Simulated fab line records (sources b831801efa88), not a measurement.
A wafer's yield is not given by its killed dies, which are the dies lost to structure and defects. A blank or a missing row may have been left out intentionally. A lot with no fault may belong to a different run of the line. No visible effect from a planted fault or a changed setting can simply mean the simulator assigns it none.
The tool behind it: which one? + flow gf180mcu + 12 lots with 36 wafers sampled at 4 steps, on a route of 602 steps

## WHAT THE GAUGES READ, wafer by wafer
GF_LVPWELL_TW_MEAS_11.
| lot  | measured    | on            | LVPWELL_TW  |
|------|-------------|---------------|-------------|
| L795 | day 3 20:38 | film metro-03 | 559 558 557 |
| L796 | day 4 11:48 | film metro-02 | 560 565 563 |
| L797 | day 4 16:53 | film metro-03 | 556 558 554 |
| L800 | day 5 04:08 | film metro-02 | 560 559 559 |
| L802 | day 5 16:52 | film metro-03 | 557 557 557 |
| L803 | day 6 02:00 | film metro-01 | 589 587 586 |
| L804 | day 6 01:47 | film metro-03 | 557 559 554 |
| L805 | day 6 05:01 | film metro-02 | 562 561 562 |
| L806 | day 6 10:38 | film metro-02 | 560 561 566 |
| L807 | day 6 17:56 | film metro-03 | 559 559 559 |
| L810 | day 7 11:28 | film metro-02 | 594 592 594 |
| L818 | day 9 04:47 | film metro-01 | 556 558 558 |

GF_VT_IMPLANT_RS_MEAS_48: measurement is done with a four-point probe.
| lot  | measured     | on            | LVPWELL_RS (ohm/sq) |
|------|--------------|---------------|---------------------|
| L795 | day 7 10:35  | film metro-02 | 1199 1201 1201      |
| L796 | day 8 05:53  | film metro-01 | 1194 1196 1198      |
| L797 | day 8 13:10  | film metro-03 | 1200 1197 1200      |
| L800 | day 8 23:49  | film metro-02 | 1192 1195 1195      |
| L802 | day 9 16:26  | film metro-01 | 1195 1192 1197      |
| L803 | day 10 02:38 | film metro-02 | 1032 1031 1029      |
| L804 | day 10 04:50 | film metro-01 | 1195 1195 1197      |
| L805 | day 10 09:39 | film metro-02 | 1194 1200 1194      |
| L806 | day 10 14:53 | film metro-03 | 1194 1193 1192      |
| L807 | day 10 22:25 | film metro-01 | 1194 1193 1193      |
| L810 | day 11 21:51 | film metro-02 | 1034 1034 1032      |
| L818 | day 13 23:00 | film metro-02 | 1198 1200 1198      |

## WHAT TOOL EACH LOT RAN ON (gives the tool, then ch and the chambers of the sampled wafers, and finally the start)
| lot  | GF_STI_ETCH_14                  | GF_LVPWELL_IMPLANT_09          |
|------|---------------------------------|--------------------------------|
| L795 | rie si-01 ch 0,3, day 2 02:34   | implanter-04 ch 0, day 3 20:26 |
| L796 | rie si-01 ch 1,2,3, day 2 07:18 | implanter-04 ch 0, day 4 11:33 |
| L797 | rie si-02 ch 1,2,3, day 2 11:26 | implanter-02 ch 0, day 4 16:38 |
| L800 | rie si-02 ch 0,3, day 3 06:46   | implanter-02 ch 0, day 5 03:53 |
| L802 | rie si-01 ch 1,2,3, day 3 17:20 | implanter-02 ch 0, day 5 16:39 |
| L803 | rie si-02 ch 0,1, day 3 20:10   | implanter-02 ch 0, day 6 01:04 |
| L804 | rie si-02 ch 1,2,3, day 3 23:27 | implanter-02 ch 0, day 6 01:32 |
| L805 | rie si-02 ch 1,2, day 4 04:25   | implanter-02 ch 0, day 6 04:49 |
| L806 | rie si-01 ch 0,3, day 4 10:34   | implanter-01 ch 0, day 6 10:23 |
| L807 | rie si-01 ch 0,1,2, day 4 17:21 | implanter-02 ch 0, day 6 17:41 |
| L810 | rie si-02 ch 1,2,3, day 5 07:39 | implanter-04 ch 0, day 7 10:56 |
| L818 | rie si-02 ch 0,1,2, day 6 23:11 | implanter-04 ch 0, day 9 04:34 |
- GF_STI_ETCH_14: etches Si in HBr/Cl2/O2, target depth 360 nm, time 102.9 s.
- GF_LVPWELL_IMPLANT_09

## AS READ BY THE TOOLS THEMSELVES (means over the sampled wafers that have a number; for cases with no such wafer, the mark the record gives instead)
GF_STI_ETCH_14.
| lot  | tool      | HBr_flow_sccm (sccm) | drypump motor current A (A) | oes product au (a.u.) | throttle valve pct (%) |
|------|-----------|----------------------|-----------------------------|-----------------------|------------------------|
| L795 | rie si-01 | 150.0                | 5.8                         | 1.004                 | 25.660                 |
| L796 | rie si-01 | 149.6                | 5.6                         | 1.006                 | 25.652                 |
| L797 | rie si-02 | 150.0                | 6.3                         | 1.020                 | 25.642                 |
| L800 | rie si-02 | 150.1                | 6.0                         | 1.019                 | 25.648                 |
| L802 | rie si-01 | 150.0                | 5.6                         | 0.997                 | 25.671                 |
| L803 | rie si-02 | 150.0                | 5.5                         | 1.011                 | 25.640                 |
| L804 | rie si-02 | 150.2                | 6.2                         | 1.016                 | 25.653                 |
| L805 | rie si-02 | 149.8                | 6.1                         | 1.011                 | 25.640                 |
| L806 | rie si-01 | 149.8                | 5.8                         | 0.993                 | 25.662                 |
| L807 | rie si-01 | 149.8                | 6.1                         | 1.001                 | 25.655                 |
| L810 | rie si-02 | 150.4                | 6.3                         | 1.029                 | 25.641                 |
| L818 | rie si-02 | 149.7                | 5.9                         | 1.016                 | 25.659                 |

## THE ANSWER, worked out from the rows above alone
Rule: the usual values come from the lots themselves. The widest of any qualifying gaps counts: lots, ordered by their means at a reading, are off when they make up no more than a third of the lots, leave a main group of 4 or more, and stand apart from it by 3 or more times the standard deviation of that group's means. A main group is skipped when, at the precision printed for the reading in the tables above, its means are all equal. Also off: a lot with no number at a reading for which 4 or more lots have one. Any other lot the step has rows for is counted as sound. After the gauges, taken in route order, come the tools' own readings; for these a lot's mean is taken, as printed above. At the first step where some lot is off, the reading lying furthest off is the one used; lots without a number count as furthest.
Off: L803, L810, seen at GF_LVPWELL_TW_MEAS_11 (LVPWELL_TW). The main group: mean 559, standard deviation 2.3.
A tool fits if, at a process step before that reading, it ran every lot that is off, and no sound lot after the first of them. Those tools and the gauges at GF_LVPWELL_TW_MEAS_11 are tried in the same way. Of those tried, none fits.

## WHAT THE SIMULATOR HAD PUT IN
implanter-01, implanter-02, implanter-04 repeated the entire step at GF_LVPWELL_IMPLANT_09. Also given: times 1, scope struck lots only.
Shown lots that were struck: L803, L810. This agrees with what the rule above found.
